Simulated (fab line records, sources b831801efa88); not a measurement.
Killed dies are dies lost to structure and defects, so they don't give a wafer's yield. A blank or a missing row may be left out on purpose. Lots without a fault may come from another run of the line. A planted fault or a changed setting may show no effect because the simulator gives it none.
fab line records | flow gf180mcu
record lots=5 wafers=15 last_day=35
route steps=602 shown SALICIDE@279 CONTACT@287 M1@315
lots that met no fault: from a run of the same line without faults
start_h: hours from the record's first day to the start of the lot's first wafer shown | wait_h: hours since the lot's step before | " the same as in the row above | L1.1+2: a row that stands for several wafers | - no value, or no start given | * or withheld: withheld | < > ~ a bound
route shown NAME@n: a module of which the file shows steps, and the number in the route of the first | usual: mean/standard deviation of fault-free wafers | same: alike in all rows | chamber/n: place in a boat | sites: the reading at each site | _std_site: their standard deviation | _edge_site: outer sites' mean less inner sites' | radius_mm: how far each site lies from the wafer's centre | mask NAME#n: copy n | behind: the tool/chamber that last shaped the wafer | hold: why the lot was held/for how many hours/how that ended | device: the transistor (n, p or np) that didn't switch | end of line: the same wafers' tests at the end of the route | a step without rows: its recipe alone | killed: dies lost to structure and defects at the first sort, not the wafer's yield | map: a wafer's dies, x killed, . not, _ none there
set.NAME: the setting as run; set.NAME@STEP: as run at that earlier step | model.NAME: the simulator's own value behind a step, which no gauge read
lots at some steps of the route; a table a step, a row a wafer
services: from which hour (start_h, from the record's first day; less than 0 if before it) a tool's chamber was out of use, for how many hours, and why
## steps
# step GF_SALICIDE_WET_ETCH_01
# recipe chemistry=dHF target_depth_nm=5 dry=ipa_marangoni target=SiO2 temp_c=25 dilution=100:1 time_s=100
# columns lot.wafer tool chamber start_h wait_h
L077.1+2+6 wet_bench-04 3 377.02 0.0
L079.2+3+4 wet_bench-02 0 399.51 0.0
L087.1+2+5 wet_bench-01 3 462.58 0.0
L088.3+4+5 wet_bench-02 0 472.02 0.0
L097.1+3+5 wet_bench-02 1 542.70 0.0
# step GF_SALICIDE_SPUTTER_02
# recipe material=Co target_thk_nm=10 power_w=1000 time_s=20 chamber_pressure_pa=0.4
# usual throttle_valve_pct=30.3/1.4
# columns lot.wafer tool chamber start_h wait_h throttle_valve_pct
L077.1 pvd_sputter-04 - 377.06 0.0 32.1
L077.2 " - " " 30.4
L077.6 " - " " 31.8
L079.2 pvd_sputter-04 - 399.55 0.0 28.5
L079.3 " - " " 28.2
L079.4 " - " " 32.0
L087.1 pvd_sputter-01 - 462.61 0.0 30.4
L087.2 " - " " 28.0
L087.5 " - " " 30.5
L088.3 pvd_sputter-01 - 472.06 0.0 28.3
L088.4 " - " " 29.9
L088.5 " - " " 30.5
L097.1 pvd_sputter-01 - 542.74 0.0 27.9
L097.3 " - " " 31.9
L097.5 " - " " 30.3
# step GF_SALICIDE_SPUTTER_03
# recipe material=TiN target_thk_nm=20 power_w=6500 time_s=16.7 chamber_pressure_pa=0.4
# usual throttle_valve_pct=30.3/1.4
# columns lot.wafer tool chamber start_h wait_h throttle_valve_pct
L077.1 pvd_sputter-04 - 377.09 0.0 31.9
L077.2 " - " " 30.0
L077.6 " - " " 31.9
L079.2 pvd_sputter-04 - 399.57 0.0 28.9
L079.3 " - " " 28.1
L079.4 " - " " 32.1
L087.1 pvd_sputter-01 - 462.64 0.0 30.7
L087.2 " - " " 28.1
L087.5 " - " " 30.4
L088.3 pvd_sputter-01 - 472.09 0.0 27.9
L088.4 " - " " 30.2
L088.5 " - " " 30.3
L097.1 pvd_sputter-01 - 542.77 0.0 28.1
L097.3 " - " " 32.0
L097.5 " - " " 30.8
# step GF_SALICIDE_RS_MEAS_04
# recipe thk_meas_gauge=four-point-probe reads=TiN_of_SALICIDE_SPUTTER_03+Co_of_SALICIDE_SPUTTER_02
# usual SALICIDE_TIN_RS=16.3/0.36
# columns lot.wafer tool chamber start_h wait_h SALICIDE_TIN_RS[ohm/sq]
L077.1 film_metro-01 - 377.12 0.0 17.0
L077.2 " - " " 16.3
L077.6 " - " " 17.0
L079.2 film_metro-04 - 399.62 0.0 16.2
L079.3 " - " " 16.5
L079.4 " - " " 16.9
L087.1 film_metro-04 - 462.67 0.0 16.9
L087.2 " - " " 16.5
L087.5 " - " " 16.6
L088.3 film_metro-01 - 472.15 0.1 16.1
L088.4 " - " " 15.8
L088.5 " - " " 16.2
L097.1 film_metro-04 - 542.80 0.0 16.4
L097.3 " - " " 15.9
L097.5 " - " " 16.3
# step GF_SALICIDE_THK_MEAS_05
# recipe thk_meas_gauge=xrf reads=TiN_of_SALICIDE_SPUTTER_03
# usual SALICIDE_TIN_THK=19.6/0.32
# columns lot.wafer tool chamber start_h wait_h SALICIDE_TIN_THK[nm]
L077.1 film_metro-01 - 377.24 0.1 19.0
L077.2 " - " " 19.5
L077.6 " - " " 18.9
L079.2 film_metro-04 - 399.73 0.1 19.4
L079.3 " - " " 19.3
L079.4 " - " " 18.8
L087.1 film_metro-04 - 462.79 0.1 19.6
L087.2 " - " " 19.6
L087.5 " - " " 19.7
L088.3 film_metro-01 - 472.25 0.1 19.6
L088.4 " - " " 19.7
L088.5 " - " " 19.6
L097.1 film_metro-04 - 542.92 0.1 19.7
L097.3 " - " " 19.9
L097.5 " - " " 20.3
# step GF_SALICIDE_RTA_06
# recipe temp_c=530 time_s=30 ambient=N2
# usual lamp_power_pct=6.63/0.21 wafer_temp_C_max=531.8/0.5
# columns lot.wafer tool chamber start_h wait_h lamp_power_pct wafer_temp_C_max
L077.1 rtp_anneal-01 0 377.30 0.1 6.35 531.8
L077.2 " 0 " " 6.35 531.6
L077.6 " 0 " " 6.35 532.1
L079.2 rtp_anneal-01 0 399.80 0.1 6.36 531.6
L079.3 " 0 " " 6.36 532.7
L079.4 " 0 " " 6.36 532.7
L087.1 rtp_anneal-02 0 462.85 0.1 6.79 532.2
L087.2 " 0 " " 6.80 531.6
L087.5 " 0 " " 6.79 531.9
L088.3 rtp_anneal-02 0 472.33 0.1 6.79 531.2
L088.4 " 0 " " 6.79 531.4
L088.5 " 0 " " 6.80 531.9
L097.1 rtp_anneal-02 0 542.98 0.1 6.80 531.2
L097.3 " 0 " " 6.79 531.4
L097.5 " 0 " " 6.80 531.3
# step GF_SALICIDE_WET_ETCH_07
# recipe chemistry=SPM target_depth_nm=120 dry=n2_spin
# columns lot.wafer tool chamber start_h wait_h
L077.1+2+6 wet_bench-01 0 377.40 0.1
L079.2+3+4 wet_bench-04 1 399.88 0.1
L087.1+2+5 wet_bench-04 3 462.95 0.1
L088.3+4+5 wet_bench-01 0 472.39 0.1
L097.1+3+5 wet_bench-02 3 543.08 0.1
# step GF_SALICIDE_RTA_08
# recipe temp_c=800 time_s=30 ambient=N2
# usual lamp_power_pct=18.3/0.61 wafer_temp_C_max=802.9/0.71
# columns lot.wafer tool chamber start_h wait_h lamp_power_pct wafer_temp_C_max
L077.1 rtp_anneal-02 0 377.49 0.0 18.9 802.5
L077.2 " 0 " " 18.9 801.6
L077.6 " 0 " " 18.9 802.0
L079.2 rtp_anneal-02 0 399.99 0.0 18.9 802.0
L079.3 " 0 " " 18.9 801.9
L079.4 " 0 " " 18.9 802.6
L087.1 rtp_anneal-01 0 463.04 0.0 17.6 805.0
L087.2 " 0 " " 17.6 803.2
L087.5 " 0 " " 17.7 803.9
L088.3 rtp_anneal-01 0 472.52 0.0 17.6 802.8
L088.4 " 0 " " 17.6 803.2
L088.5 " 0 " " 17.6 802.8
L097.1 rtp_anneal-01 0 543.18 0.0 17.6 803.0
L097.3 " 0 " " 17.6 803.0
L097.5 " 0 " " 17.7 802.4
# step GF_CONTACT_CVD_00
# recipe material=SiO2 target_thk_nm=300 sigma_open_frac=0.3 temp_c=400 time_s=50 sih4_flow_sccm=60 pressure_mtorr=6
# usual pressure_mtorr=5.999/0.013
# columns lot.wafer tool chamber start_h wait_h pressure_mtorr
L077.1 hdpcvd-01 0 377.59 0.1 5.975
L077.2 " 2 " " 6.004
L077.6 " 0 " " 5.986
L079.2 hdpcvd-01 2 400.07 0.1 6.015
L079.3 " 2 " " 6.002
L079.4 " 1 " " 5.981
L087.1 hdpcvd-02 1 463.14 0.1 5.991
L087.2 " 2 " " 5.988
L087.5 " 1 " " 6.015
L088.3 hdpcvd-02 1 472.58 0.1 6.020
L088.4 " 1 " " 6.002
L088.5 " 0 " " 6.020
L097.1 hdpcvd-02 1 543.28 0.1 5.977
L097.3 " 0 " " 5.994
L097.5 " 0 " " 5.989
# step GF_CONTACT_THK_MEAS_01
# recipe reads=SiO2_of_CONTACT_CVD_00
# usual CONTACT_CVD_00_THK=299.3/2.9
# columns lot.wafer tool chamber start_h wait_h CONTACT_CVD_00_THK[nm]
L077.1 film_metro-01 - 377.66 0.0 302.9
L077.2 " - " " 303.3
L077.6 " - " " 302.6
L079.2 film_metro-01 - 400.15 0.1 298.7
L079.3 " - " " 299.4
L079.4 " - " " 301.9
L087.1 film_metro-02 - 463.18 0.0 299.9
L087.2 " - " " 299.1
L087.5 " - " " 300.9
L088.3 film_metro-02 - 472.65 0.0 295.7
L088.4 " - " " 296.5
L088.5 " - " " 298.0
L097.1 film_metro-02 - 543.32 0.0 299.5
L097.3 " - " " 301.5
L097.5 " - " " 295.8
# step GF_CONTACT_CVD_02
# recipe material=SiO2 target_thk_nm=860 precursor=TEOS temp_c=400 time_s=95.992 rf_w=600
# usual heater_power_w=701/110
# columns lot.wafer tool chamber start_h wait_h heater_power_w
L077.1 pecvd-04 0 377.72 0.1 507
L077.2 " 1 " " 631
L077.6 " 2 " " 746
L079.2 pecvd-01 0 400.20 0.0 835
L079.3 " 2 " " 781
L079.4 " 1 " " 512
L087.1 pecvd-04 2 463.24 0.1 770
L087.2 " 1 " " 713
L087.5 " 1 " " 747
L088.3 pecvd-01 0 472.72 0.1 851
L088.4 " 1 " " 590
L088.5 " 1 " " 622
L097.1 pecvd-04 0 543.38 0.1 558
L097.3 " 1 " " 782
L097.5 " 1 " " 629
# step GF_CONTACT_THK_MEAS_03
# recipe reads=SiO2_of_CONTACT_CVD_02
# usual CONTACT_CVD_02_THK=860/13
# columns lot.wafer tool chamber start_h wait_h CONTACT_CVD_02_THK[nm]
L077.1 film_metro-03 - 377.79 0.0 875
L077.2 " - " " 864
L077.6 " - " " 879
L079.2 film_metro-03 - 400.28 0.0 864
L079.3 " - " " 843
L079.4 " - " " 874
L087.1 film_metro-01 - 463.31 0.0 854
L087.2 " - " " 853
L087.5 " - " " 864
L088.3 film_metro-01 - 472.81 0.1 870
L088.4 " - " " 855
L088.5 " - " " 861
L097.1 film_metro-01 - 543.45 0.0 853
L097.3 " - " " 853
L097.5 " - " " 865
# step GF_CONTACT_CMP_04
# recipe material=SiO2 down_force_psi=4 platen_rpm=60 pad_velocity_m_s=0.94248
# usual motor_current_A=12.3/0.7 time_to_endpoint_s=111/6.8
# columns lot.wafer tool chamber start_h wait_h motor_current_A time_to_endpoint_s
L077.2 cmp-01 0 377.90 0.1 11.6 113
L077.1 " 1 " " 13.0 117
L077.6 " 3 " " 12.8 116
L079.3 cmp-02 2 400.33 0.0 11.4 108
L079.4 " 0 " " 11.3 117
L079.2 " 1 " " 12.0 117
L087.2 cmp-02 0 463.37 0.0 11.7 102
L087.1 " 2 " " 11.4 103
L087.5 " 0 " " 10.6 108
L088.3 cmp-01 1 472.85 0.0 12.4 121
L088.4 " 0 " " 11.8 111
L088.5 " 2 " " 12.6 109
L097.3 cmp-01 2 543.56 0.1 12.5 105
L097.1 " 3 " " 13.0 108
L097.5 " 2 " " 12.4 109
# step GF_CONTACT_BOW_MEAS_05
# recipe mode=bow
# usual CONTACT_BOW=66/7.9
# columns lot.wafer tool chamber start_h wait_h CONTACT_BOW[um]
L077.1 film_metro-02 - 378.15 0.1 58
L077.2 " - " " 74
L077.6 " - " " 49
L079.2 film_metro-03 - 400.65 0.1 62
L079.3 " - " " 52
L079.4 " - " " 57
L087.1 film_metro-02 - 463.67 0.1 63
L087.2 " - " " 70
L087.5 " - " " 65
L088.3 film_metro-02 - 473.19 0.3 68
L088.4 " - " " 66
L088.5 " - " " 76
L097.1 film_metro-02 - 543.81 0.1 78
L097.3 " - " " 46
L097.5 " - " " 64
# step GF_CONTACT_DEHYDRATE_06
# recipe temp_c=200 time_s=60
# columns lot.wafer tool chamber start_h wait_h
L077.1+2+6 litho_track-01 0 389.32 11.2
L079.2+3+4 litho_track-02 0 412.24 11.6
L087.1+2+5 litho_track-01 0 475.32 11.6
L088.3+4+5 litho_track-02 0 484.61 11.4
L097.1+3+5 litho_track-03 0 554.82 11.0
# step GF_CONTACT_HMDS_07
# recipe prime_time_s=60 prime_temp_c=120
# columns lot.wafer tool chamber start_h wait_h
L077.1+2+6 litho_track-01 0 389.47 0.1
L079.2+3+4 litho_track-02 0 412.39 0.1
L087.1+2+5 litho_track-01 0 475.47 0.1
L088.3+4+5 litho_track-02 0 484.76 0.1
L097.1+3+5 litho_track-03 0 554.97 0.1
# step GF_CONTACT_COAT_08
# recipe resist=BARC temp_c=withheld time_s=withheld spin_rpm=withheld resist_thk_nm=withheld
# columns lot.wafer tool chamber start_h wait_h
L077.1+2+6 litho_track-01 0 389.62 0.1
L079.2+3+4 litho_track-02 0 412.54 0.1
L087.1+2+5 litho_track-01 0 475.62 0.1
L088.3+4+5 litho_track-02 0 484.91 0.1
L097.1+3+5 litho_track-03 0 555.12 0.1
# step GF_CONTACT_COAT_09
# recipe resist=KrF spin_rpm=withheld resist_thk_nm=1000
# columns lot.wafer tool chamber start_h wait_h
L077.1+2+6 litho_track-01 0 - -
L079.2+3+4 litho_track-02 0 - -
L087.1+2+5 litho_track-01 0 - -
L088.3+4+5 litho_track-02 0 - -
L097.1+3+5 litho_track-03 0 - -
# step GF_CONTACT_SOFTBAKE_10
# recipe temp_c=130 time_s=60 resist=KrF
# columns lot.wafer tool chamber start_h wait_h
L077.1+2+6 litho_track-01 0 - -
L079.2+3+4 litho_track-02 0 - -
L087.1+2+5 litho_track-01 0 - -
L088.3+4+5 litho_track-02 0 - -
L097.1+3+5 litho_track-03 0 - -
# step GF_CONTACT_EXPOSE_11
# recipe mask_id=Contact target_cd_nm=220 na=0.68 source_shape=conventional sigma_outer=0.6 dose_mj=38
# usual exposure_dose_mJ_cm2=37.97/0.035
# columns lot.wafer tool chamber start_h wait_h mask exposure_dose_mJ_cm2
L077.1 krf_scanner-01 0 - - Contact#0 38.04
L077.2 " 0 " " Contact#0 38.00
L077.6 " 0 " " Contact#0 37.95
L079.2 krf_scanner-02 0 - - Contact#0 37.95
L079.3 " 0 " " Contact#0 37.99
L079.4 " 0 " " Contact#0 37.97
L087.1 krf_scanner-02 0 - - Contact#0 37.93
L087.2 " 0 " " Contact#0 38.00
L087.5 " 0 " " Contact#0 37.97
L088.3 krf_scanner-02 0 - - Contact#0 37.99
L088.4 " 0 " " Contact#0 37.93
L088.5 " 0 " " Contact#0 38.00
L097.1 krf_scanner-01 0 - - Contact#0 37.97
L097.3 " 0 " " Contact#0 37.95
L097.5 " 0 " " Contact#0 37.97
# step GF_CONTACT_PEB_12
# recipe peb_temp_c=135 peb_time_s=90 resist=KrF
# columns lot.wafer tool chamber start_h wait_h
L077.1+2+6 litho_track-03 0 - -
L079.2+3+4 litho_track-01 0 - -
L087.1+2+5 litho_track-03 0 - -
L088.3+4+5 litho_track-03 0 - -
L097.1+3+5 litho_track-01 0 - -
# step GF_CONTACT_DEVELOP_13
# recipe develop_time_s=60 resist=KrF dev_temp_c=21
# columns lot.wafer tool chamber start_h wait_h
L077.1+2+6 litho_track-03 0 401.17 0.2
L079.2+3+4 litho_track-01 0 424.34 0.2
L087.1+2+5 litho_track-03 0 487.77 0.2
L088.3+4+5 litho_track-03 0 496.92 0.1
L097.1+3+5 litho_track-01 0 566.37 0.2
# step GF_CONTACT_CD_MEAS_14
# recipe target_cd_nm=220
# usual cd_nm=220.1/1.4
# columns lot.wafer tool chamber start_h wait_h cd_nm
L077.1 cd_sem-01 - 401.32 0.1 218.2
L077.2 " - " " 218.5
L077.6 " - " " 218.4
L079.2 cd_sem-02 - 424.49 0.1 219.2
L079.3 " - " " 218.6
L079.4 " - " " 219.0
L087.1 cd_sem-01 - 487.92 0.1 221.0
L087.2 " - " " 222.5
L087.5 " - " " 222.8
L088.3 cd_sem-02 - 497.06 0.1 222.7
L088.4 " - " " 220.7
L088.5 " - " " 221.0
L097.1 cd_sem-01 - 566.52 0.1 221.0
L097.3 " - " " 220.2
L097.5 " - " " 219.5
# step GF_CONTACT_OVL_MEAS_15
# usual CONTACT_OVL=-1/4.8
# columns lot.wafer tool chamber start_h wait_h CONTACT_OVL[nm]
L077.1 overlay-01 - 401.44 0.1 4
L077.2 " - " " 4
L077.6 " - " " 6
L079.2 overlay-02 - 424.59 0.1 -11
L079.3 " - " " 2
L079.4 " - " " 0
L087.1 overlay-02 - 488.04 0.1 5
L087.2 " - " " -8
L087.5 " - " " -1
L088.3 overlay-02 - 497.15 0.1 -7
L088.4 " - " " -5
L088.5 " - " " -2
L097.1 overlay-02 - 566.64 0.1 5
L097.3 " - " " 9
L097.5 " - " " 12
# step GF_CONTACT_ETCH_16
# recipe chemistry=N2/H2 target_depth_a=withheld overetch_a=withheld time_s=withheld target=BARC ion_energy_ev=200 source_w=500 bias_w=100 pressure_mtorr=30 n2_flow_sccm=100 h2_flow_sccm=200
# usual bias_w=100.01/0.26 chamber_pressure_mTorr=30.00/0.031 drypump_motor_current_A=5.6/0.59 h2_flow_sccm=200.0/0.56 oes_product_au=0.854/0.0053 throttle_valve_pct=13.224/0.0095
# columns lot.wafer tool chamber start_h wait_h bias_w chamber_pressure_mTorr drypump_motor_current_A h2_flow_sccm oes_product_au throttle_valve_pct
L077.1 rie_diel-01 2 401.48 0.0 99.96 29.97 5.5 199.6 0.858 13.227
L077.2 " 3 " " 99.64 29.96 6.3 199.7 0.853 13.214
L077.6 " 2 " " 100.04 30.02 5.5 200.7 0.852 13.226
L079.2 rie_diel-02 3 424.62 0.0 100.31 30.04 4.9 200.4 0.848 13.232
L079.3 " 0 " " 99.90 29.99 5.0 200.5 0.853 13.208
L079.4 " 2 " " 100.33 29.99 5.4 199.5 0.856 13.226
L087.1 rie_diel-04 1 488.08 0.0 100.44 29.99 5.1 199.6 0.853 13.204
L087.2 " 0 " " 100.02 29.98 6.6 199.5 0.849 13.220
L087.5 " 1 " " 99.96 29.96 5.1 200.4 0.855 13.239
L088.3 rie_diel-01 2 497.18 0.0 100.23 30.05 5.5 198.5 0.863 13.223
L088.4 " 0 " " 99.96 29.96 5.8 200.2 0.856 13.236
L088.5 " 0 " " 99.54 30.02 5.8 200.1 0.856 13.226
L097.1 rie_diel-04 2 566.67 0.0 100.10 30.03 6.6 200.1 0.858 13.220
L097.3 " 1 " " 100.22 29.97 5.1 198.8 0.862 13.211
L097.5 " 2 " " 100.06 29.96 6.6 200.0 0.851 13.216
# step GF_CONTACT_ETCH_17
# recipe chemistry=C4F8/O2/Ar mask_material=KrF target=SiO2 stop_on=CoSi2 source_w=1500 bias_w=1200 pressure_mtorr=40 c4f8_flow_sccm=withheld O2_flow_sccm=6 Ar_flow_sccm=300 time_s=withheld target_depth_a=8600
# usual bias_w=1200/3.7 chamber_pressure_mTorr=40.00/0.037 oes_product_au=0.814/0.0047
# columns lot.wafer tool chamber start_h wait_h bias_w chamber_pressure_mTorr oes_product_au
L077.1 rie_diel-01 2 - - 1201 39.99 0.813
L077.2 " 3 " " 1198 40.04 0.815
L077.6 " 2 " " 1201 40.00 0.813
L079.2 rie_diel-02 3 - - 1203 39.95 0.809
L079.3 " 0 " " 1202 40.02 0.812
L079.4 " 2 " " 1203 40.03 0.811
L087.1 rie_diel-04 1 - - 1201 40.02 0.822
L087.2 " 0 " " 1197 40.00 0.811
L087.5 " 1 " " 1200 39.95 0.817
L088.3 rie_diel-01 2 - - 1202 40.01 0.805
L088.4 " 0 " " 1206 40.02 0.810
L088.5 " 0 " " 1203 39.99 0.818
L097.1 rie_diel-04 2 - - 1203 40.03 0.816
L097.3 " 1 " " 1195 39.96 0.823
L097.5 " 2 " " 1200 40.03 0.812
# step GF_CONTACT_STRIP_18
# recipe chemistry=O2/N2 power_w=1400 pressure_mtorr=1500 platen_temp_c=250 o2_flow_sccm=3000 n2_flow_sccm=300 overash_fraction=0.5
# usual chamber_pressure_mTorr=1499.8/1.4 drypump_motor_current_A=6.1/0.47 heater_power_w=324/37 oes_product_au=0.580/0.0051
# columns lot.wafer tool chamber start_h wait_h chamber_pressure_mTorr drypump_motor_current_A heater_power_w oes_product_au rf_hours_counter_h
L077.1 plasma_asher-03 1 401.64 - 1501.0 5.7 367 0.579 80
L077.2 " 0 " " 1499.9 6.6 304 0.585 80
L077.6 " 1 " " 1498.4 5.7 361 0.580 -
L079.2 plasma_asher-02 0 424.79 - 1497.5 5.8 303 0.575 79
L079.3 " 1 " " 1498.9 6.5 277 0.578 -
L079.4 " 0 " " 1501.0 5.8 304 0.584 -
L087.1 plasma_asher-01 1 488.24 - 1499.8 6.4 372 0.586 35
L087.2 " 0 " " 1500.0 5.3 335 0.580 35
L087.5 " 1 " " 1499.4 6.5 364 0.577 -
L088.3 plasma_asher-03 0 497.37 - 1498.6 6.6 280 0.576 -
L088.4 " 1 " " 1500.6 5.7 379 0.573 -
L088.5 " 0 " " 1499.9 6.6 286 0.579 -
L097.1 plasma_asher-03 1 566.84 - 1500.4 5.7 373 0.588 17
L097.3 " 1 " " 1497.1 5.7 367 0.584 -
L097.5 " 0 " " 1499.8 6.6 287 0.577 -
# step GF_CONTACT_CLEAN_19
# recipe chemistry=SPM
# columns lot.wafer tool chamber start_h wait_h
L077.1+2+6 wet_bench-04 3 401.74 0.1
L079.2+3+4 wet_bench-01 3 424.89 0.1
L087.1+2+5 wet_bench-03 2 488.34 0.1
L088.3+4+5 wet_bench-03 3 497.44 0.0
L097.1+3+5 wet_bench-04 2 566.94 0.1
# step GF_CONTACT_CLEAN_20
# recipe chemistry=DIW
# columns lot.wafer tool chamber start_h wait_h
L077.1+2+6 wet_bench-01 1 401.83 0.0
L079.2+3+4 wet_bench-04 0 424.99 0.0
L087.1+2+5 wet_bench-04 1 488.43 0.0
L088.3+4+5 wet_bench-01 3 497.54 0.0
L097.1+3+5 wet_bench-01 2 567.04 0.0
# step GF_CONTACT_CLEAN_21
# recipe chemistry=dHF time_s=20 dilution=100:1 dry=ipa_marangoni
# columns lot.wafer tool chamber start_h wait_h
L077.1+2+6 wet_bench-04 2 401.92 0.0
L079.2+3+4 wet_bench-01 2 425.08 0.0
L087.1+2+5 wet_bench-03 1 488.52 0.0
L088.3+4+5 wet_bench-04 2 497.64 0.0
L097.1+3+5 wet_bench-03 3 567.13 0.0
# step GF_CONTACT_SPUTTER_22
# recipe material=Ti target_thk_nm=15 chamber_pressure_pa=5 power_w=2500 substrate_temp_c=200 time_s=80.02
# usual throttle_valve_pct=30.0/1.3
# columns lot.wafer tool chamber start_h wait_h throttle_valve_pct
L077.1 pvd_sputter-02 - 401.94 0.0 30.7
L077.2 " - " " 30.4
L077.6 " - " " 27.8
L079.2 pvd_sputter-03 - 425.09 0.0 31.2
L079.3 " - " " 30.3
L079.4 " - " " 29.8
L087.1 pvd_sputter-02 - 488.54 0.0 27.5
L087.2 " - " " 30.6
L087.5 " - " " 27.8
L088.3 pvd_sputter-02 - 497.65 0.0 30.9
L088.4 " - " " 27.8
L088.5 " - " " 30.6
L097.1 pvd_sputter-04 - 567.14 0.0 28.0
L097.3 " - " " 30.1
L097.5 " - " " 32.1
# step GF_CONTACT_SPUTTER_23
# recipe material=TiN target_thk_nm=10 chamber_pressure_pa=5 power_w=4000 time_s=40
# usual throttle_valve_pct=30.0/1.3
# columns lot.wafer tool chamber start_h wait_h throttle_valve_pct
L077.1 pvd_sputter-02 - 402.00 0.0 30.7
L077.2 " - " " 30.0
L077.6 " - " " 27.7
L079.2 pvd_sputter-03 - 425.15 0.0 31.1
L079.3 " - " " 30.2
L079.4 " - " " 29.7
L087.1 pvd_sputter-02 - 488.60 0.0 27.8
L087.2 " - " " 30.8
L087.5 " - " " 27.8
L088.3 pvd_sputter-02 - 497.71 0.0 30.6
L088.4 " - " " 27.8
L088.5 " - " " 30.7
L097.1 pvd_sputter-04 - 567.20 0.0 28.1
L097.3 " - " " 30.1
L097.5 " - " " 32.1
# step GF_CONTACT_CVD_24
# recipe material=W target_thk_nm=300 time_s=90.339 temp_c=400 pressure_torr=40
# usual heater_power_w=860/47
# columns lot.wafer tool chamber start_h wait_h heater_power_w
L077.1 cvd_w-02 1 402.04 0.0 912
L077.2 " 0 " " 822
L077.6 " 1 " " 876
L079.2 cvd_w-01 0 425.19 0.0 927
L079.3 " 0 " " 900
L079.4 " 1 " " 790
L087.1 cvd_w-01 1 488.64 0.0 798
L087.2 " 0 " " 914
L087.5 " 0 " " 914
L088.3 cvd_w-01 0 497.79 0.1 902
L088.4 " 1 " " 783
L088.5 " 1 " " 804
L097.1 cvd_w-02 1 567.24 0.0 901
L097.3 " 0 " " 841
L097.5 " 1 " " 903
# step GF_CONTACT_RS_MEAS_25
# recipe thk_meas_gauge=four-point-probe reads=W_of_CONTACT_CVD_24+TiN_of_CONTACT_SPUTTER_23+Ti_of_CONTACT_SPUTTER_22
# usual CONTACT_W_RS=0.381/0.0056
# columns lot.wafer tool chamber start_h wait_h CONTACT_W_RS[ohm/sq]
L077.1 film_metro-03 - 402.14 0.1 0.384
L077.2 " - " " 0.378
L077.6 " - " " 0.385
L079.2 film_metro-02 - 425.31 0.1 0.375
L079.3 " - " " 0.371
L079.4 " - " " 0.383
L087.1 film_metro-02 - 488.74 0.1 0.379
L087.2 " - " " 0.368
L087.5 " - " " 0.370
L088.3 film_metro-01 - 497.89 0.1 0.374
L088.4 " - " " 0.381
L088.5 " - " " 0.380
L097.1 film_metro-03 - 567.34 0.1 0.388
L097.3 " - " " 0.379
L097.5 " - " " 0.387
# step GF_CONTACT_THK_MEAS_26
# recipe thk_meas_gauge=xrf reads=W_of_CONTACT_CVD_24
# usual CONTACT_W_THK=308/5.3
# columns lot.wafer tool chamber start_h wait_h CONTACT_W_THK[nm]
L077.1 film_metro-03 - 402.26 0.1 306
L077.2 " - " " 313
L077.6 " - " " 305
L079.2 film_metro-02 - 425.42 0.1 314
L079.3 " - " " 317
L079.4 " - " " 307
L087.1 film_metro-02 - 488.86 0.1 308
L087.2 " - " " 317
L087.5 " - " " 316
L088.3 film_metro-01 - 497.99 0.1 310
L088.4 " - " " 305
L088.5 " - " " 308
L097.1 film_metro-03 - 567.46 0.1 304
L097.3 " - " " 309
L097.5 " - " " 302
# step GF_CONTACT_CMP_27
# recipe stop_on=SiO2 down_force_psi=3.5 platen_rpm=60 t_overpolish_s=15 target_thk_nm=0 pad_velocity_m_s=0.94248
# usual motor_current_A=11.1/0.65 overpolish_run_s=15.001/0.0099 time_to_endpoint_s=74/3.6
# columns lot.wafer tool chamber start_h wait_h motor_current_A overpolish_run_s time_to_endpoint_s
L077.1 cmp-01 3 402.37 0.1 11.8 14.992 75
L077.2 " 0 " " 10.4 14.992 77
L077.6 " 2 " " 11.4 15.014 71
L079.4 cmp-01 2 425.47 0.0 11.7 15.012 66
L079.3 " 0 " " 10.5 14.997 76
L079.2 " 1 " " 12.1 15.006 78
L087.1 cmp-02 1 489.02 0.1 11.2 15.003 75
L087.2 " 2 " " 11.2 14.992 77
L087.5 " 0 " " 10.4 14.999 74
L088.3 cmp-01 3 498.03 0.0 11.4 15.023 77
L088.4 " 0 " " 10.3 15.018 77
L088.5 " 3 " " 11.7 15.006 74
L097.3 cmp-01 1 567.53 0.0 11.9 14.999 78
L097.1 " 3 " " 12.1 14.997 75
L097.5 " 2 " " 11.2 14.990 70
# step GF_M1_SPUTTER_00
# recipe material=Ti target_thk_nm=37.5 arriving_ion_energy_ev=80 substrate_temp_c=200 chamber_pressure_pa=2 power_w=4000 time_s=150
# usual throttle_valve_pct=29.8/1.4
# columns lot.wafer tool chamber start_h wait_h throttle_valve_pct
L077.1 pvd_sputter-04 - 402.62 0.2 32.1
L077.2 " - " " 28.4
L077.6 " - " " 28.1
L079.2 pvd_sputter-02 - 425.77 0.1 30.1
L079.3 " - " " 30.7
L079.4 " - " " 29.9
L087.1 pvd_sputter-01 - 489.22 0.1 30.4
L087.2 " - " " 30.0
L087.5 " - " " 31.9
L088.3 pvd_sputter-04 - 498.33 0.2 31.8
L088.4 " - " " 28.9
L088.5 " - " " 30.0
L097.1 pvd_sputter-01 - 567.83 0.1 31.9
L097.3 " - " " 30.0
L097.5 " - " " 28.2
# step GF_M1_SPUTTER_01
# recipe material=TiN target_thk_nm=30 power_w=6500 time_s=25 chamber_pressure_pa=0.4
# usual throttle_valve_pct=29.8/1.4
# columns lot.wafer tool chamber start_h wait_h throttle_valve_pct
L077.1 pvd_sputter-04 - 402.72 0.1 32.1
L077.2 " - " " 27.9
L077.6 " - " " 28.5
L079.2 pvd_sputter-02 - 425.87 0.1 30.0
L079.3 " - " " 30.5
L079.4 " - " " 29.9
L087.1 pvd_sputter-01 - 489.33 0.1 30.4
L087.2 " - " " 30.0
L087.5 " - " " 31.9
L088.3 pvd_sputter-04 - 498.43 0.1 32.0
L088.4 " - " " 29.0
L088.5 " - " " 30.0
L097.1 pvd_sputter-01 - 567.93 0.1 32.0
L097.3 " - " " 29.8
L097.5 " - " " 28.4
## services
# columns tool chamber start_h hours kind
krf_scanner-02 - 369.68 1.0 pm
rie_diel-01 0 373.49 21.7 repair
pecvd-04 - 378.90 1.3 repair
pvd_sputter-01 - 380.32 4.3 repair
hdpcvd-02 - 383.69 2.8 pm
krf_scanner-02 - 387.06 0.2 repair
cvd_w-01 - 390.00 14.0 pm
cvd_w-01 0 390.61 2.6 repair
plasma_asher-03 - 391.06 4.4 repair
rie_diel-01 3 393.72 6.0 repair
wet_bench-03 - 399.40 55.3 pm
krf_scanner-02 - 402.20 0.8 pm
cmp-02 - 404.01 4.3 repair
pvd_sputter-01 - 409.20 1.0 repair
rie_diel-01 0 409.82 2.5 repair
rie_diel-01 1 425.86 2.8 repair
wet_bench-02 - 426.48 8.3 repair
rie_diel-04 3 434.55 32.2 repair
wet_bench-03 - 455.72 2.9 repair
rie_diel-04 - 490.25 2.8 pm
rie_diel-01 1 535.70 2.8 repair
cmp-01 - 558.18 1.6 repair
wet_bench-04 - 563.26 2.6 repair
rie_diel-01 - 564.43 2.8 pm
## key
fault none
